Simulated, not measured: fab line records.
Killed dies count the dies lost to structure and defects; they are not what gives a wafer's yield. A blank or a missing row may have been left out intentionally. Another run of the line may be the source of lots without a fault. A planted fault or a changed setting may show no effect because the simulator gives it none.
Chamber matching || flow sky130 || SKY_PASSIVATION_CVD_00 on pecvd-03: 3 sister chambers
The step deposits SiO2, target thk 90 nm. 6 wafers are shown with their chamber, then 7 later ones without.

## EACH WAFER AND ITS CHAMBER
{"wafer": "L984.4", "chamber": 0, "heater-power-w (W)": 676}
{"wafer": "L985.3", "chamber": 0, "heater-power-w (W)": 690}
{"wafer": "L986.4", "chamber": 2, "heater-power-w (W)": 801}
{"wafer": "L986.6", "chamber": 1, "heater-power-w (W)": 668}
{"wafer": "L987.2", "chamber": 1, "heater-power-w (W)": 613}
{"wafer": "L987.3", "chamber": 2, "heater-power-w (W)": 735}

## WAFERS WHOSE CHAMBER IS MISSING
{"wafer": "L987.6", "heater-power-w (W)": 653}
{"wafer": "L989.2", "heater-power-w (W)": 603}
{"wafer": "L989.5", "heater-power-w (W)": 739}
{"wafer": "L989.6", "heater-power-w (W)": 621}
{"wafer": "L991.1", "heater-power-w (W)": 665}
{"wafer": "L991.2", "heater-power-w (W)": 848}
{"wafer": "L991.5", "heater-power-w (W)": 682}

## WHICH CHAMBER EACH WENT THROUGH
{"wafer": "L987.6", "from the rows above": "can't be placed: 1 or 0", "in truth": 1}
{"wafer": "L989.2", "from the rows above": "can't be placed: 1 or 0", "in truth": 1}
{"wafer": "L989.5", "from the rows above": "can't be placed: 2 or 0 or 1", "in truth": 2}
{"wafer": "L989.6", "from the rows above": "can't be placed: 1 or 0", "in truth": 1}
{"wafer": "L991.1", "from the rows above": "can't be placed: 0 or 1", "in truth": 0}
{"wafer": "L991.2", "from the rows above": 2, "in truth": 2}
{"wafer": "L991.5", "from the rows above": "can't be placed: 0 or 1", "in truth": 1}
Correctly placed: 1 of 7. These rows do not allow placing 6 (true chamber among the candidates in 6). Wrongly placed: 0.
How it was worked out, from the rows above alone: a wafer's distance from a chamber is the root of the sum, over the readings, of the square of ((its reading less the chamber's mean) divided by the reading's scatter). If the next closest chamber is less than 2 further off than the closest, the wafer can't be placed; otherwise it belongs to the closest. Each chamber's mean is taken over the wafers shown for it. How the scatter is found: for the shown wafers, subtract from each reading the mean of its chamber, square and add these, divide the total by (wafers less chambers), then take the root.
